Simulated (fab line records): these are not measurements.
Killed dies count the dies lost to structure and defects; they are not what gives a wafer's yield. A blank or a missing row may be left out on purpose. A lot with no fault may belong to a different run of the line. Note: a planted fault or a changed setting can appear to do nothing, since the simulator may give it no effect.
What tool caused it? || flow gf180mcu || 6 lots (18 wafers sampled), 1 step of a 602-step route

## WHAT THE GAUGES SHOWED, per wafer
GF_STI_THK_MEAS_30.
{"lot": "L747", "measured": "day 2 10:26", "on": "film metro-01", "STI_OXIDATION_02_THK (nm)": "10.38 10.27 10.40"}
{"lot": "L749", "measured": "day 2 22:07", "on": "film metro-01", "STI_OXIDATION_02_THK (nm)": "10.04 9.93 10.07"}
{"lot": "L751", "measured": "day 3 06:32", "on": "film metro-03", "STI_OXIDATION_02_THK (nm)": "9.89 10.04 9.92"}
{"lot": "L755", "measured": "day 4 05:27", "on": "film metro-03", "STI_OXIDATION_02_THK (nm)": "10.30 10.22 10.38"}
{"lot": "L764", "measured": "day 6 02:59", "on": "film metro-01", "STI_OXIDATION_02_THK (nm)": "10.14 10.21 10.09"}
{"lot": "L766", "measured": "day 6 14:11", "on": "film metro-03", "STI_OXIDATION_02_THK (nm)": "10.11 10.26 10.08"}

## WHICH TOOL RAN EACH LOT (tool, then ch and the chambers of the sampled wafers, then the start)
There is no process step in the record ahead of these readings.

## THE ANSWER, worked out from the rows above alone
Rule: the usual values come from the lots themselves. Put in order of their means at a reading, lots are off if they are a third of the lots or fewer, leave a main group of 4 or more, and stand apart from it by a gap of 3 or more times the standard deviation of the main group's means; of several such gaps the widest counts. The tables above print the reading to a certain number of digits; a main group whose means all agree to those digits is not used. A lot without any number at a reading at which 4 lots or more have one is off too. The other lots that the step has rows for count as sound.
No lot is off at any reading shown: from this, nothing can be told.

## WHAT THE SIMULATOR HAD PUT IN
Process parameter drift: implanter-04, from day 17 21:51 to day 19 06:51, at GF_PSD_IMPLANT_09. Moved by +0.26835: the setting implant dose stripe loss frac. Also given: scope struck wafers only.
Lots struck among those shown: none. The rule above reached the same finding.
